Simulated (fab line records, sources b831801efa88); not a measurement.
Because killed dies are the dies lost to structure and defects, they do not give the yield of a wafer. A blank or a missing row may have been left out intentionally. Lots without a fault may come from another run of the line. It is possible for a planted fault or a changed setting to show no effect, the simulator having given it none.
fab line records | flow sfqLine
record: lots: 5 wafers: 23
route steps=325 shown C5@244 M6@255 I6@266 M7@286 I7@301 M8@319
startH: the number of hours between the record's first day and the start of the first shown wafer of the lot | waitH: time in hours since the lot's previous step | " the same as in the row above | L1.1+2: a single row standing in for several wafers | - no value, or no start given | * or withheld: withheld | < > ~ a bound
route shown NAME@n: NAME is a module with steps in the file, n the number in the route of the first one | usual: the fault-free wafers' mean and standard deviation | same: alike in all rows | chamber/n: place in a boat | sites: each site's reading | _std_site: how widely they spread, as a standard deviation | _edge_site: the outer-site mean with the inner-site mean subtracted | radiusMm: how far each site lies from the wafer's centre | mask NAME#n: copy n | behind: the tool/chamber that last shaped the wafer | hold: reason for holding the lot/hours on hold/outcome of the hold | device: whichever transistor did not switch (one of n, p or np) | end of line: the route-end tests of the same wafers | a step with no rows: only its recipe | killed: at the first sort, the dies lost to defects and structure; wafer yield is something else | map: per-die view of a wafer (x killed, . not killed, _ where there is no die)
set.NAME: the setting as run; set.NAME@STEP: as run at that earlier step | model.NAME: the simulator's own value behind a step, which no gauge read
one table per step and one row per wafer, for lots whose settings were changed on purpose
== steps ==
step: SFQ_TRILAYER_C5_LITHO_PEB_154
recipe: pebTempC: 115 pebTimeS: 60 resist: KrF
columns lot.wafer tool chamber startH waitH set.pebTempC
L074.1+2 lithoTrack-04 0 1579.45 1.0 117.9
L074.3+4+5 " 0 " " 115
L077.1+4+5 lithoTrack-01 0 1593.85 1.0 115
L082.1+4 lithoTrack-04 0 1646.65 1.0 116.9
L082.2+3+5 " 0 " " 115
L084.1+3+6 lithoTrack-03 0 1654.02 1.0 112.5
L084.4+5 " 0 " " 115
L085.1+2+3+4+6 lithoTrack-01 0 - - 115
step: SFQ_TRILAYER_C5_LITHO_DEVELOP_153
recipe: timeS: 60 resist: KrF
step: SFQ_TRILAYER_C5_BARC_OPEN_VIA_ETCH_210
recipe: maskMaterial: PR chemistry: O2 targetDepthNm: 125 target: BARC sourceW: 500 biasW: 80 pressureMtorr: 30 timeS: 40.6
columns lot.wafer tool chamber startH waitH set.pebTempC@TRILAYER_C5_LITHO_PEB_154 model.C5.cdNm
L074.1 rieDiel-02 1 1579.79 0.0 117.9 548.1
L074.2 " 2 " " 117.9 548
L074.3 " 0 " " 115 498.7
L074.4 " 3 " " 115 501.7
L074.5 " 1 " " 115 499.9
L077.1 rieDiel-02 3 1594.19 0.0 115 500.1
L077.4 " 1 " " 115 499.5
L077.5 " 1 " " 115 499.3
L082.1 rieDiel-02 2 1646.99 0.0 116.9 534.1
L082.2 " 3 " " 115 501.6
L082.3 " 0 " " 115 499.3
L082.4 " 1 " " 116.9 533.3
L082.5 " 3 " " 115 501.4
L084.1 rieDiel-03 0 1654.36 0.0 112.5 451.4
L084.3 " 1 " " 112.5 452.4
L084.4 " 2 " " 115 500.5
L084.5 " 0 " " 115 500.8
L084.6 " 3 " " 112.5 449.7
L085.1 rieDiel-04 3 1656.89 0.0 115 498.6
L085.2 " 1 " " 115 497.9
L085.3 " 0 " " 115 498.4
L085.4 " 2 " " 115 501.2
L085.6 " 0 " " 115 499
step: SFQ_TRILAYER_M6_LITHO_COAT_164
recipe: resist: BARC spinRpm: 3000 resistThkNm: 62
columns lot.wafer tool chamber startH waitH set.resistThkNm model.BARC_of_TRILAYER_M6_LITHO_COAT_164.thkNm
L074.1 lithoTrack-01 0 1580.95 0.1 62 61.62
L074.2 " 0 " " 59.88 59.3
L074.3 " 0 " " 62 61.68
L074.4 " 0 " " 59.88 59.52
L074.5 " 0 " " 59.88 59.57
L077.1 lithoTrack-02 0 1595.35 0.1 62 61.9
L077.4 " 0 " " 62 61.86
L077.5 " 0 " " 62 61.95
L082.1 lithoTrack-04 0 1648.15 0.1 65.7 65.8
L082.2 " 0 " " 62 62.01
L082.3 " 0 " " 62 62.08
L082.4 " 0 " " 62 62.02
L082.5 " 0 " " 65.7 65.67
L084.1 lithoTrack-02 0 1655.52 0.1 63.93 63.98
L084.3 " 0 " " 62 62.08
L084.4 " 0 " " 63.93 64.1
L084.5 " 0 " " 62 62.03
L084.6 " 0 " " 63.93 64.06
L085.1 lithoTrack-02 0 1658.05 0.1 62 62.03
L085.2 " 0 " " 64.64 64.68
L085.3 " 0 " " 64.64 64.76
L085.4 " 0 " " 64.64 64.96
L085.6 " 0 " " 62 62.02
step: SFQ_TRILAYER_M6_LITHO_COAT_159
recipe: resist: KrF spinRpm: 3000 resistThkNm: 600
step: SFQ_TRILAYER_M6_LITHO_SOFTBAKE_163
recipe: tempC: withheld timeS: withheld resist: KrF
step: SFQ_TRILAYER_M6_LITHO_DEVELOP_161
recipe: timeS: 60 resist: KrF
step: SFQ_TRILAYER_M6_BARC_OPEN_METAL_ETCH_206
recipe: maskMaterial: PR chemistry: O2 targetDepthNm: 125 target: BARC icpW: 600 biasW: 80 pressureMtorr: 10 timeS: 42.91
usual: oesProductAu: 0.682/0.0042
columns lot.wafer tool chamber startH waitH set.resistThkNm@TRILAYER_M6_LITHO_COAT_164 oesProductAu
L074.1 rieMetal-02 0 1583.54 0.0 62 0.679
L074.2 " 1 " " 59.88 0.672
L074.3 " 1 " " 62 0.674
L074.4 " 0 " " 59.88 0.671
L074.5 " 1 " " 59.88 0.676
L077.1 rieMetal-03 1 1597.64 0.0 62 0.682
L077.4 " 1 " " 62 0.689
L077.5 " 0 " " 62 0.681
L082.1 rieMetal-01 1 1650.44 0.0 65.7 0.701
L082.2 " 0 " " 62 0.683
L082.3 " 0 " " 62 0.683
L082.4 " 1 " " 62 0.676
L082.5 " 0 " " 65.7 0.697
L084.1 rieMetal-01 1 1753.94 0.0 63.93 0.695
L084.3 " 1 " " 62 0.682
L084.4 " 1 " " 63.93 0.700
L084.5 " 1 " " 62 0.682
L084.6 " 1 " " 63.93 0.696
L085.1 rieMetal-02 0 1757.54 0.0 62 0.678
L085.2 " 1 " " 64.64 0.694
L085.3 " 0 " " 64.64 0.701
L085.4 " 1 " " 64.64 0.692
L085.6 " 0 " " 62 0.686
step: SFQ_TRILAYER_I6_DEP_PECVD_165
recipe: material: SiO2 tempC: 150 timeS: 111.11 pressureTorr: 2.4 rfW: 183.3 precursor: SiH4/N2O targetThkNm: 500
columns lot.wafer tool chamber startH waitH set.timeS model.SiO2_of_TRILAYER_I6_DEP_PECVD_165.thkNm
L074.1 pecvd-01 2 1584.50 0.0 111.11 496.1
L074.2 " 1 " " 111.11 499.1
L074.3 " 0 " " 94.56 421.9
L074.4 " 2 " " 111.11 507.3
L074.5 " 0 " " 94.56 428.5
L077.1 pecvd-03 1 1598.60 0.0 111.11 493.5
L077.4 " 0 " " 111.11 507.7
L077.5 " 1 " " 111.11 509.2
L082.1 pecvd-01 0 1651.40 0.0 120.8 554.9
L082.2 " 1 " " 120.8 541.1
L082.3 " 2 " " 111.11 504.4
L082.4 " 2 " " 111.11 510.4
L082.5 " 1 " " 111.11 506.5
L084.1 pecvd-02 1 1755.69 0.0 116.5 521
L084.3 " 0 " " 111.11 487.6
L084.4 " 0 " " 111.11 498.7
L084.5 " 1 " " 111.11 506.8
L084.6 " 2 " " 116.5 522.9
L085.1 pecvd-03 2 1758.50 0.0 111.11 499.3
L085.2 " 1 " " 100.6 455.6
L085.3 " 0 " " 111.11 497.4
L085.4 " 0 " " 111.11 506.7
L085.6 " 1 " " 100.6 457.2
step: SFQ_TRILAYER_I6_CMP_CMP_166
recipe: material: SiO2 downForcePsi: 3 platenRpm: 60 padVelocityMS: 0.94248
usual: timeToEndpointS: 214/6.6
columns lot.wafer tool chamber startH waitH set.timeS@TRILAYER_I6_DEP_PECVD_165 timeToEndpointS
L074.2 cmp-01 1 1585.05 0.5 111.11 213
L074.1 " 2 " " 111.11 212
L074.3 " 3 " " 94.56 158
L074.4 " 0 " " 111.11 220
L074.5 " 1 " " 94.56 163
L077.1 cmp-02 2 1599.18 0.5 111.11 226
L077.4 " 0 1600.18 1.5 111.11 223
L077.5 " 2 1601.18 2.5 111.11 236
L082.2 cmp-02 2 1651.48 0.0 120.8 261
L082.3 " 3 " " 111.11 221
L082.4 " 0 " " 111.11 226
L082.1 " 1 " " 120.8 257
L082.5 " 3 1653.98 2.5 111.11 220
L084.3 cmp-01 1 1755.77 0.0 111.11 205
L084.4 " 2 " " 111.11 212
L084.1 " 3 " " 116.5 231
L084.5 " 1 1757.77 2.0 111.11 213
L084.6 " 2 " " 116.5 224
L085.2 cmp-02 0 1758.58 0.0 100.6 183
L085.3 " 1 " " 111.11 208
L085.1 " 2 " " 111.11 222
L085.4 " 3 " " 111.11 217
L085.6 " 1 1761.08 2.5 100.6 180
step: SFQ_TRILAYER_I6_VIA_BARC_OPEN_VIA_ETCH_235
recipe: maskMaterial: PR chemistry: O2 targetDepthNm: 125 target: BARC sourceW: 500 biasW: 80 pressureMtorr: 30 timeS: 41.7
columns lot.wafer tool chamber startH waitH set.timeS model.KrF_of_TRILAYER_I6_VIA_LITHO_COAT_169.thkNm
L074.1 rieDiel-04 3 1703.56 0.0 41.7 574.2
L074.2 " 1 " " 41.7 572.4
L074.3 " 0 " " 41.7 572.9
L074.4 " 2 " " 41.7 573.4
L074.5 " 2 " " 41.7 571.9
L077.1 rieDiel-03 3 1711.96 0.0 41.7 573.7
L077.4 " 0 " " 41.7 574.2
L077.5 " 0 " " 41.7 573.9
L082.1 rieDiel-03 0 1735.13 0.0 41.7 572.1
L082.2+4 " 3,2 " " 41.7 573.5
L082.3 " 1 " " 41.7 572.6
L082.5 " 1 " " 41.7 573.3
L084.1 rieDiel-04 1 1880.38 0.0 37.41 576.9
L084.3 " 2 " " 37.41 575.4
L084.4 " 1 " " 41.7 571.8
L084.5 " 2 " " 41.7 569.5
L084.6 " 3 " " 37.41 577.7
L085.1 rieDiel-03 2 1882.78 0.0 41.7 573.4
L085.2 " 3 " " 46.83 566.3
L085.3 " 1 " " 46.83 565.2
L085.4 " 0 " " 41.7 572.1
L085.6 " 1 " " 41.7 573.9
step: SFQ_TRILAYER_I6_VIA_ETCH_VIA_ETCH_172
recipe: target: SiO2 stopOn: Nb maskMaterial: PR taperDeg: 20 chemistry: CHF3 targetDepthNm: 260 sourceW: 500 biasW: 80 pressureMtorr: 30 timeS: withheld
columns lot.wafer tool chamber startH waitH set.timeS@TRILAYER_I6_VIA_BARC_OPEN_VIA_ETCH_235 model.KrF_of_TRILAYER_I6_VIA_LITHO_COAT_169.thkNm
L074.1 rieDiel-04 3 1703.60 0.0 * 530.7
L074.2 " 1 " " * 527.7
L074.3 " 0 " " * 528.7
L074.4 " 2 " " * 528.4
L074.5 " 2 " " * 527.2
L077.1 rieDiel-03 3 1712.00 0.0 * 529.2
L077.4 " 0 " " * 529.7
L077.5 " 0 " " * 529.6
L082.1 rieDiel-03 0 1735.17 0.0 * 527
L082.2 " 3 " " * 529.2
L082.3 " 1 " " * 527.9
L082.4 " 2 " " * 528.6
L082.5 " 1 " " * 528.9
L084.1 rieDiel-04 1 1880.42 0.0 * 532.6
L084.3 " 2 " " * 529.9
L084.4 " 1 " " * 527.6
L084.5 " 2 " " * 524.2
L084.6 " 3 " " * 534.1
L085.1 rieDiel-03 2 1882.82 0.0 * 527.9
L085.2 " 3 " " * 522.1
L085.3 " 1 " " * 519.9
L085.4 " 0 " " * 526.6
L085.6 " 1 " " * 528.8
step: SFQ_TRILAYER_M7_LITHO_COAT_177
recipe: resist: KrF spinRpm: 3000 resistThkNm: 600
columns lot.wafer tool chamber startH waitH set.spinRpm model.KrF_of_TRILAYER_M7_LITHO_COAT_177.thkNm
L074.1 lithoTrack-02 0 1705.09 0.2 3000 597.9
L074.2 " 0 " " 3153 584.7
L074.3 " 0 " " 3000 598.2
L074.4 " 0 " " 3000 596.8
L074.5 " 0 " " 3153 586.1
L077.1 lithoTrack-03 0 1713.49 0.2 3000 601.4
L077.4 " 0 " " 3000 600.6
L077.5 " 0 " " 3000 599.1
L082.1 lithoTrack-03 0 1736.66 0.2 3000 599.9
L082.2 " 0 " " 3000 601.1
L082.3 " 0 " " 2861 613.4
L082.4 " 0 " " 3000 601.4
L082.5 " 0 " " 2861 614.2
L084.1+5 lithoTrack-01 0 1882.10 0.2 2888 611.4
L084.3 " 0 " " 3000 599.8
L084.4+6 " 0 " " 3000 601
L085.1 lithoTrack-03 0 1884.30 0.2 3198 582.2
L085.2+6 " 0 " " 3000 600.7
L085.3 " 0 " " 3198 582.1
L085.4 " 0 " " 3000 599.9
step: SFQ_TRILAYER_M7_ETCH_METAL_ETCH_180
recipe: target: Nb stopOn: SiO2 maskMaterial: PR chemistry: Cl2/Ar targetDepthNm: 240 icpW: 600 biasW: 80 pressureMtorr: 10 timeS: 120
columns lot.wafer tool chamber startH waitH set.timeS model.SiO2_of_TRILAYER_I6_DEP_PECVD_165.thkNm
L074.1 rieMetal-04 0 1820.72 0.0 120 192.1
L074.2 " 1 " " 120 191.1
L074.3 " 0 " " 120 191.8
L074.4 " 1 " " 120 192.3
L074.5 " 0 " " 120 192.2
L077.1 rieMetal-04 1 1826.72 0.0 120 194.3
L077.4+5 " 0,1 " " 120 194.6
L082.1 rieMetal-02 1 1855.52 0.0 128.9 191
L082.2 " 0 " " 128.9 191.5
L082.3 " 1 " " 128.9 190.8
L082.4 " 0 " " 120 192.7
L082.5 " 0 " " 120 192.6
L084.1 rieMetal-01 1 1964.51 0.0 136.3 189.9
L084.3 " 1 " " 120 192.7
L084.4 " 0 " " 136.3 189.2
L084.5 " 1 " " 120 192.3
L084.6 " 0 " " 136.3 190.3
L085.1 rieMetal-01 1 1966.91 0.0 120 193.1
L085.2 " 0 " " 120 192.4
L085.3 " 0 " " 120 191.9
L085.4 " 1 " " 120 192.2
L085.6 " 1 " " 120 191.5
step: SFQ_TRILAYER_I7_VIA_LITHO_COAT_187
recipe: resist: KrF spinRpm: 3000 resistThkNm: 650
columns lot.wafer tool chamber startH waitH set.resistThkNm model.KrF_of_TRILAYER_I7_VIA_LITHO_COAT_187.thkNm
L074.1 lithoTrack-01 0 1826.51 0.2 650 650.5
L074.2 " 0 " " 625 625.2
L074.3 " 0 " " 625 623.9
L074.4 " 0 " " 650 649.1
L074.5 " 0 " " 650 649.6
L077.1 lithoTrack-01 0 1833.71 0.2 650 652.4
L077.4 " 0 " " 650 650
L077.5 " 0 " " 650 649.2
L082.1 lithoTrack-03 0 1865.65 0.2 684.5 686.3
L082.2 " 0 " " 650 649.6
L082.3 " 0 " " 684.5 684.9
L082.4 " 0 " " 650 650
L082.5 " 0 " " 684.5 686.2
L084.1 lithoTrack-03 0 1970.13 0.2 650 648
L084.3 " 0 " " 671.7 667.7
L084.4 " 0 " " 650 649.8
L084.5 " 0 " " 671.7 668.8
L084.6 " 0 " " 671.7 667.5
L085.1 lithoTrack-04 0 1972.53 0.2 650 649.2
L085.2 " 0 " " 636.2 635.1
L085.3 " 0 " " 650 645.8
L085.4 " 0 " " 636.2 634.6
L085.6 " 0 " " 650 647.5
step: SFQ_TRILAYER_I7_VIA_LITHO_EXPOSE_188
recipe: maskId: I7 na: 0.6 sourceShape: conventional sigmaOuter: 0.65 targetCdNm: 1000 doseMj: 21.3
columns lot.wafer tool chamber startH waitH mask set.doseMj
L074.1+4 krfScanner-02 0 1844.00 - I7#0 22.4
L074.2+3+5 " 0 " " I7#0 21.3
L077.1+4+5 krfScanner-02 0 1847.60 - I7#0 21.3
L082.1+5 krfScanner-01 0 1947.40 - I7#0 19.87
L082.2+3+4 " 0 " " I7#0 21.3
L084.1+5+6 krfScanner-02 0 1970.58 - I7#0 21.3
L084.3+4 " 0 " " I7#0 20.38
L085.1+3+4 krfScanner-02 0 1972.98 - I7#0 20.22
L085.2+6 " 0 " " I7#0 21.3
step: SFQ_TRILAYER_I7_VIA_LITHO_PEB_190
recipe: pebTempC: 114.1 pebTimeS: 60 resist: KrF
step: SFQ_TRILAYER_I7_VIA_LITHO_DEVELOP_189
recipe: timeS: 60 resist: KrF
step: SFQ_TRILAYER_I7_VIA_BARC_OPEN_VIA_ETCH_260
recipe: maskMaterial: PR chemistry: O2 targetDepthNm: 125 target: BARC sourceW: 500 biasW: 80 pressureMtorr: 30 timeS: 41.7
columns lot.wafer tool chamber startH waitH set.doseMj@TRILAYER_I7_VIA_LITHO_EXPOSE_188 model.I7.cdNm
L074.1 rieDiel-02 3 1845.54 0.0 22.4 991.9
L074.2 " 0 " " 21.3 984.4
L074.3 " 1 " " 21.3 983.5
L074.4 " 2 " " 22.4 991
L074.5 " 2 " " 21.3 981.9
L077.1+4 rieDiel-02 3,1 1849.14 0.0 21.3 979.9
L077.5 " 2 " " 21.3 980.3
L082.1 rieDiel-04 1 1948.94 0.0 19.87 969.8
L082.2 " 0 " " 21.3 982.3
L082.3 " 3 " " 21.3 980.2
L082.4 " 0 " " 21.3 983.1
L082.5 " 3 " " 19.87 969.7
L084.1 rieDiel-01 0 1972.11 0.0 21.3 981.3
L084.3 " 3 " " 20.38 973.7
L084.4 " 2 " " 20.38 973.8
L084.5 " 1 " " 21.3 979.9
L084.6 " 2 " " 21.3 981.8
L085.1 rieDiel-02 0 1974.51 0.0 20.22 972.4
L085.2 " 1 " " 21.3 983.5
L085.3 " 3 " " 20.22 974.3
L085.4 " 3 " " 20.22 974.4
L085.6 " 1 " " 21.3 983.1
step: SFQ_TRILAYER_I7_VIA_ETCH_VIA_ETCH_190
recipe: target: SiO2 stopOn: Nb maskMaterial: PR taperDeg: 20 chemistry: CHF3 targetDepthNm: 260 sourceW: 500 biasW: 80 pressureMtorr: 30 timeS: withheld
columns lot.wafer tool chamber startH waitH set.doseMj@TRILAYER_I7_VIA_LITHO_EXPOSE_188 model.I7.cdNm
L074.1 rieDiel-02 3 1845.58 0.0 22.4 992.3
L074.2 " 0 " " 21.3 985.7
L074.3 " 1 " " 21.3 984.7
L074.4 " 2 " " 22.4 990.6
L074.5 " 2 " " 21.3 982.9
L077.1 rieDiel-02 3 1849.18 0.0 21.3 978
L077.4 " 1 " " 21.3 979.2
L077.5 " 2 " " 21.3 979.9
L082.1 rieDiel-04 1 1948.98 0.0 19.87 971.2
L082.2 " 0 " " 21.3 981.6
L082.3 " 3 " " 21.3 981.9
L082.4 " 0 " " 21.3 984
L082.5 " 3 " " 19.87 971.1
L084.1 rieDiel-01 0 1972.15 0.0 21.3 981.4
L084.3 " 3 " " 20.38 969.7
L084.4 " 2 " " 20.38 970.9
L084.5 " 1 " " 21.3 979
L084.6 " 2 " " 21.3 979.1
L085.1 rieDiel-02 0 1974.55 0.0 20.22 973.4
L085.2+6 " 1 " " 21.3 983.8
L085.3 " 3 " " 20.22 974.8
L085.4 " 3 " " 20.22 974.5
step: SFQ_TRILAYER_M8_DEP_EVAP_197
recipe: material: Ti angularSpreadDeg: 1 targetThkNm: 20 timeS: 100 powerW: 2000
columns lot.wafer tool chamber startH waitH set.timeS model.Ti_of_TRILAYER_M8_DEP_EVAP_197.thkNm
L074.1 pvdSputter-02 - 1923.24 0.0 100 19.86
L074.2 " - " " 100 19.83
L074.3 " - " " 88.97 17.79
L074.4 " - " " 100 20.22
L074.5 " - " " 88.97 17.8
L077.1+5 pvdSputter-01 - 1926.84 0.0 100 20.1
L077.4 " - " " 100 20.02
L082.1 pvdSputter-02 - 2037.65 0.0 100 19.92
L082.2 " - " " 106.5 21.05
L082.3 " - " " 106.5 21.36
L082.4 " - " " 100 20.17
L082.5 " - " " 106.5 21.2
L084.1 pvdSputter-02 - 2061.65 0.0 112.5 22.53
L084.3 " - " " 112.5 22.34
L084.4 " - " " 100 20.06
L084.5 " - " " 100 20.07
L084.6 " - " " 112.5 22.5
L085.1 pvdSputter-01 - 2065.25 0.0 100 19.6
L085.2 " - " " 100 19.68
L085.3 " - " " 100 19.71
L085.4 " - " " 100 19.47
L085.6 " - " " 100 19.65
== key ==
split: step: SFQ_TRILAYER_C5_LITHO_PEB_154 setting: pebTempC stated: 115 by: wafer
response: step: SFQ_TRILAYER_C5_BARC_OPEN_VIA_ETCH_210 reading: model.C5.cdNm change: +20.5 per: 1% r: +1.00
split: step: SFQ_TRILAYER_M6_LITHO_COAT_164 setting: resistThkNm stated: 62 by: wafer
response: step: SFQ_TRILAYER_M6_LITHO_COAT_164 reading: model.BARC_of_TRILAYER_M6_LITHO_COAT_164.thkNm change: +0.633 per: 1% r: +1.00
response: step: SFQ_TRILAYER_M6_BARC_OPEN_METAL_ETCH_206 reading: oesProductAu change: +0.00299 per: 1% r: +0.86
split: step: SFQ_TRILAYER_I6_DEP_PECVD_165 setting: timeS stated: 111.11 by: wafer
response: step: SFQ_TRILAYER_I6_DEP_PECVD_165 reading: model.SiO2_of_TRILAYER_I6_DEP_PECVD_165.thkNm change: +4.92 per: 1% r: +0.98
response: step: SFQ_TRILAYER_I6_CMP_CMP_166 reading: timeToEndpointS change: * per: 1% r: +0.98
split: step: SFQ_TRILAYER_I6_VIA_BARC_OPEN_VIA_ETCH_235 setting: timeS stated: 41.7 by: wafer
response: step: SFQ_TRILAYER_I6_VIA_BARC_OPEN_VIA_ETCH_235 reading: model.KrF_of_TRILAYER_I6_VIA_LITHO_COAT_169.thkNm change: -0.595 per: 1% r: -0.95
response: step: SFQ_TRILAYER_I6_VIA_ETCH_VIA_ETCH_172 reading: model.KrF_of_TRILAYER_I6_VIA_LITHO_COAT_169.thkNm change: -0.575 per: 1% r: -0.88
split: step: SFQ_TRILAYER_M7_LITHO_COAT_177 setting: spinRpm stated: 3000 by: wafer
response: step: SFQ_TRILAYER_M7_LITHO_COAT_177 reading: model.KrF_of_TRILAYER_M7_LITHO_COAT_177.thkNm change: -2.7 per: 1% r: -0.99
split: step: SFQ_TRILAYER_M7_ETCH_METAL_ETCH_180 setting: timeS stated: 120 by: wafer
response: step: SFQ_TRILAYER_M7_ETCH_METAL_ETCH_180 reading: model.SiO2_of_TRILAYER_I6_DEP_PECVD_165.thkNm change: -0.2 per: 1% r: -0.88
split: step: SFQ_TRILAYER_I7_VIA_LITHO_COAT_187 setting: resistThkNm stated: 650 by: wafer
response: step: SFQ_TRILAYER_I7_VIA_LITHO_COAT_187 reading: model.KrF_of_TRILAYER_I7_VIA_LITHO_COAT_187.thkNm change: +6.46 per: 1% r: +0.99
split: step: SFQ_TRILAYER_I7_VIA_LITHO_EXPOSE_188 setting: doseMj stated: 21.3 by: wafer
response: step: SFQ_TRILAYER_I7_VIA_BARC_OPEN_VIA_ETCH_260 reading: model.I7.cdNm change: +1.76 per: 1% r: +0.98
response: step: SFQ_TRILAYER_I7_VIA_ETCH_VIA_ETCH_190 reading: model.I7.cdNm change: +1.74 per: 1% r: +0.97
split: step: SFQ_TRILAYER_M8_DEP_EVAP_197 setting: timeS stated: 100 by: wafer
response: step: SFQ_TRILAYER_M8_DEP_EVAP_197 reading: model.Ti_of_TRILAYER_M8_DEP_EVAP_197.thkNm change: +0.192 per: 1% r: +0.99
